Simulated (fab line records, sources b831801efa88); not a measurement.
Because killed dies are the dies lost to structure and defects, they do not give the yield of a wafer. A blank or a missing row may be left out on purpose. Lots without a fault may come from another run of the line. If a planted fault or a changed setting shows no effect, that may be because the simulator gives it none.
What tool caused it?	flow sky130	11 lots with 33 wafers sampled at 7 steps, on a route of 708 steps

WHAT THE GAUGES READ, wafer by wafer
SKY_VIA3_BOW_MEAS_03. Usual: VIA3_BOW gives 79 um (standard deviation 7.5).
lot	measured	on	VIA3_BOW (um)	flag
L111	day 38 18:31	film-metro-02	73 82 79	
L112	day 39 01:23	film-metro-02	77 72 80	
L119	day 41 07:47	film-metro-02	77 57 75	
L120	day 41 15:52	film-metro-03	73 82 78	
L124	day 42 20:39	film-metro-03	79 84 81	
L127	day 44 03:26	film-metro-01	87 74 92	
L129	day 44 07:10	film-metro-02	83 76 78	
L130	day 44 11:08	film-metro-02	84 83 78	
L131	day 44 16:20	film-metro-02	79 85 76	
L132	day 45 01:23	film-metro-03	81 75 74	
L133	day 45 07:07	film-metro-01	88 78 76	

SKY_VIA3_RS_MEAS_22: measures by four-point-probe. Usual: VIA3_W_RS gives 0.293 ohm/sq (standard deviation 0.0031).
lot	measured	on	VIA3_W_RS (ohm/sq)	flag
L111	day 39 20:22	film-metro-03	0.297 0.295 0.295	
L112	day 40 03:25	film-metro-03	0.293 0.292 0.294	
L119	day 42 08:27	film-metro-02	0.291 0.394 0.291	OFF
L120	day 42 16:43	film-metro-01	0.293 0.400 0.291	OFF
L124	day 43 20:47	film-metro-01	0.289 0.298 0.288	
L127	day 45 02:35	film-metro-01	0.292 0.292 0.294	
L129	day 45 06:08	film-metro-01	0.294 0.294 0.295	
L130	day 45 10:09	film-metro-01	0.294 0.289 0.291	
L131	day 45 14:41	film-metro-02	0.294 0.291 0.295	
L132	day 46 00:11	film-metro-03	0.299 0.292 0.300	
L133	day 46 05:38	film-metro-02	0.293 0.293 0.292	

SKY_VIA3_THK_MEAS_23: measures by xrf. Usual: VIA3_W_THK gives 375 nm (standard deviation 5.1).
lot	measured	on	VIA3_W_THK (nm)	flag
L111	day 39 20:29	film-metro-03	368 371 372	
L112	day 40 03:31	film-metro-03	373 375 370	
L119	day 42 08:34	film-metro-02	374 278 374	OFF
L120	day 42 16:49	film-metro-01	378 280 381	OFF
L124	day 43 20:53	film-metro-01	380 369 383	
L127	day 45 02:42	film-metro-01	380 377 376	
L129	day 45 06:15	film-metro-01	373 374 373	
L130	day 45 10:15	film-metro-01	376 380 376	
L131	day 45 14:49	film-metro-02	375 379 371	
L132	day 46 00:18	film-metro-03	368 374 364	
L133	day 46 05:44	film-metro-02	374 371 375	

SKY_CAP2M_THK_MEAS_01. Usual: CAP2M_CVD_00_THK gives 15.49 nm (standard deviation 0.23).
lot	measured	on	CAP2M_CVD_00_THK (nm)	flag
L111	day 39 21:01	film-metro-02	15.61 15.46 15.70	
L112	day 40 04:03	film-metro-04	15.45 15.76 15.80	
L119	day 42 09:05	film-metro-03	15.13 15.05 15.33	
L120	day 42 17:21	film-metro-02	15.05 15.14 15.44	
L124	day 43 21:26	film-metro-02	15.31 15.50 15.83	
L127	day 45 03:14	film-metro-04	15.59 15.41 15.39	
L129	day 45 06:47	film-metro-04	15.54 15.57 15.98	
L130	day 45 10:47	film-metro-04	15.12 15.25 15.51	
L131	day 45 15:20	film-metro-02	15.03 15.58 15.57	
L132	day 46 00:50	film-metro-04	15.31 15.93 15.53	
L133	day 46 06:16	film-metro-03	15.10 15.48 15.54	

TOOL THAT RAN EACH LOT (tool first, then ch and the chambers of the sampled wafers, then the start)
lot	SKY_VIA3_CVD_21	SKY_VIA3_CMP_24	SKY_METAL4_SPUTTER_04
L111	cvd-w-02 ch 1, day 39 20:14	cmp-01 ch 0,3, day 39 20:33	pvd-sputter-02, day 39 20:57
L112	cvd-w-01 ch 0,1, day 40 03:18	cmp-01 ch 0,1,3, day 40 03:34	pvd-sputter-03, day 40 03:58
L119	cvd-w-02 ch 0,1, day 42 08:18	cmp-01 ch 0,2,3, day 42 08:40	pvd-sputter-02, day 42 09:01
L120	cvd-w-02 ch 0,1, day 42 16:34	cmp-02 ch 0,1,2, day 42 16:55	pvd-sputter-02, day 42 17:16
L124	cvd-w-01 ch 0,1, day 43 20:40	cmp-02 ch 2,3, day 43 20:56	pvd-sputter-03, day 43 21:20
L127	cvd-w-01 ch 0,1, day 45 02:27	cmp-01 ch 0,1,3, day 45 02:45	pvd-sputter-02, day 45 03:10
L129	cvd-w-01 ch 0,1, day 45 06:00	cmp-02 ch 0,1,2, day 45 06:27	pvd-sputter-02, day 45 06:43
L130	cvd-w-01 ch 0,1, day 45 10:02	cmp-02 ch 0,1,3, day 45 10:17	pvd-sputter-04, day 45 10:42
L131	cvd-w-01 ch 0,1, day 45 14:34	cmp-01 ch 0,1, day 45 14:52	pvd-sputter-02, day 45 15:16
L132	cvd-w-02 ch 0,1, day 46 00:03	cmp-01 ch 0,3, day 46 00:21	pvd-sputter-04, day 46 00:46
L133	cvd-w-02 ch 0, day 46 05:26	cmp-02 ch 1,2,3, day 46 05:55	pvd-sputter-04, day 46 06:11
- SKY_VIA3_CVD_21: deposits W, target thk 390 nm, time 117.31 s.
- SKY_VIA3_CMP_24: polishes, stops on SiO2, t overpolish 20 s, target thk 0 nm.
- SKY_METAL4_SPUTTER_04: material TiN, target thk 70 nm, time 58.3 s.

WHAT THE TOOLS THEMSELVES READ (means of the sampled wafers that have a number; where no wafer has one, the mark that the record gives instead)
SKY_VIA3_CVD_21. Usual: heater-power-w reads 895 W (standard deviation 120).
lot	tool	heater-power-w (W)	flag
L111	cvd-w-02	909	
L112	cvd-w-01	764	
L119	cvd-w-02	1010	
L120	cvd-w-02	1014	
L124	cvd-w-01	834	
L127	cvd-w-01	827	
L129	cvd-w-01	817	
L130	cvd-w-01	816	
L131	cvd-w-01	771	
L132	cvd-w-02	945	
L133	cvd-w-02	1079	

SKY_VIA3_CMP_24. Usual: motor-current-A 11.1 A, standard deviation 1.3; time-to-endpoint-s 94 s, standard deviation 6.
lot	tool	motor-current-A (A)	time-to-endpoint-s (s)	flag
L111	cmp-01	12.1	94	
L112	cmp-01	11.9	92	
L119	cmp-01	11.4	89	
L120	cmp-02	10.3	85	
L124	cmp-02	11.0	94	
L127	cmp-01	12.1	95	
L129	cmp-02	10.8	92	
L130	cmp-02	10.1	94	
L131	cmp-01	11.0	93	
L132	cmp-01	12.9	98	
L133	cmp-02	10.6	92	

SKY_METAL4_SPUTTER_04. Usual: throttle-valve-pct reads 30.0 % (standard deviation 0.61).
lot	tool	throttle-valve-pct (%)	flag
L111	pvd-sputter-02	29.9	
L112	pvd-sputter-03	30.0	
L119	pvd-sputter-02	29.8	
L120	pvd-sputter-02	30.2	
L124	pvd-sputter-03	30.4	
L127	pvd-sputter-02	30.2	
L129	pvd-sputter-02	30.3	
L130	pvd-sputter-04	29.4	
L131	pvd-sputter-02	29.8	
L132	pvd-sputter-04	29.8	
L133	pvd-sputter-04	29.7	

THE ANSWER, worked out from the rows above alone
Rule: lot off if the mean of its wafers having a number is beyond 3 standard deviations from the usual mean. Also off: a lot with no number at a reading for which 4 or more lots have one. Where the step has rows for the other lots, those lots are counted as sound. Order of review: gauges by route order, followed by the tools' own readings, for which a lot's mean as printed above is used. The first step at which some lot is off is used, and at that step the reading that is off furthest; a lot without a number counts as furthest.
Off: at SKY_VIA3_RS_MEAS_22 (VIA3_W_RS), L119, L120.
If a tool, at a process step before that reading, ran all the lots that are off and no sound lot after the first of them, it fits. Gauges at SKY_VIA3_RS_MEAS_22: tried the same way as those tools. None of those tried fits.

WHAT WAS PUT IN BY THE SIMULATOR
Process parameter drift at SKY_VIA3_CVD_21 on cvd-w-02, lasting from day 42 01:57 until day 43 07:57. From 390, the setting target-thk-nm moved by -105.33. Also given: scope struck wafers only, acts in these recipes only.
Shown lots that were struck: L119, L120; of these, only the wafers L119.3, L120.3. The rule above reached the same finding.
